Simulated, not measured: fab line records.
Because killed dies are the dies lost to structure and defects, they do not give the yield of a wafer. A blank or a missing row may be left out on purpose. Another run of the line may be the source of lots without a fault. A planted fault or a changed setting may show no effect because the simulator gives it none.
Which tool was responsible? -- flow gf180mcu -- 11 lots, 33 wafers sampled, at 2 steps of a route of 602

## WHAT THE GAUGES READ, wafer by wafer
GF_CONTACT_RS_MEAS_25: uses a four-point probe to measure.
lot,measured,on,CONTACT_W_RS (ohm/sq)
L591,day 16 00:56,filmMetro-04,0.384 0.386 0.381
L594,day 17 07:59,filmMetro-01,0.380 0.380 0.384
L597,day 18 04:13,filmMetro-02,0.382 0.386 0.384
L600,day 19 12:37,filmMetro-04,0.382 0.379 0.380
L601,day 19 23:40,filmMetro-01,0.378 0.375 0.377
L604,day 21 04:43,filmMetro-04,0.388 0.385 0.389
L605,day 21 17:00,filmMetro-01,0.381 0.382 0.385
L606,day 21 18:38,filmMetro-01,0.532 0.384 0.528
L607,day 22 06:52,filmMetro-01,0.378 0.521 0.377
L608,day 22 16:39,filmMetro-04,0.391 0.384 0.390
L609,day 22 20:20,filmMetro-04,0.385 0.378 0.381

## TOOL THAT RAN EACH LOT (tool first, then ch and the chambers of the sampled wafers, then the start)
lot,GF_CONTACT_CVD_24
L591,"cvdW-02 ch 1, day 16 00:49"
L594,"cvdW-02 ch 0,1, day 17 07:52"
L597,"cvdW-01 ch 0,1, day 18 04:07"
L600,"cvdW-02 ch 1, day 19 12:31"
L601,"cvdW-02 ch 0,1, day 19 23:34"
L604,"cvdW-01 ch 0,1, day 21 04:36"
L605,"cvdW-02 ch 0,1, day 21 16:54"
L606,"cvdW-02 ch 0,1, day 21 18:30"
L607,"cvdW-02 ch 0,1, day 22 06:41"
L608,"cvdW-01 ch 0,1, day 22 16:32"
L609,"cvdW-01 ch 0,1, day 22 20:14"
- GF_CONTACT_CVD_24: deposits W, target thk 300 nm, time 90.339 s.

## THE ANSWER, worked out from the rows above alone
Rule: usual is defined by the lots themselves. The widest of any qualifying gaps counts: lots, ordered by their means at a reading, are off when they make up no more than a third of the lots, leave a main group of 4 or more, and stand apart from it by 3 or more times the standard deviation of that group's means. If all means in a main group match to the digits the tables above print for the reading, that group is not used. A lot without any number at a reading at which 4 lots or more have one is off too. Any other lot the step has rows for is counted as sound.
Off: L606, L607, seen at GF_CONTACT_RS_MEAS_25 (CONTACT_W_RS). For the main group the mean is 0.383 ohm/sq and the standard deviation 0.0034.
If a tool, at a process step before that reading, ran all the lots that are off and no sound lot after the first of them, it fits. Gauges at GF_CONTACT_RS_MEAS_25: tried the same way as those tools. Undecided on this evidence; 2 tools fit (cvdW-02 at GF_CONTACT_CVD_24, filmMetro-01 at GF_CONTACT_RS_MEAS_25).

## WHAT THE SIMULATOR HAD INSERTED
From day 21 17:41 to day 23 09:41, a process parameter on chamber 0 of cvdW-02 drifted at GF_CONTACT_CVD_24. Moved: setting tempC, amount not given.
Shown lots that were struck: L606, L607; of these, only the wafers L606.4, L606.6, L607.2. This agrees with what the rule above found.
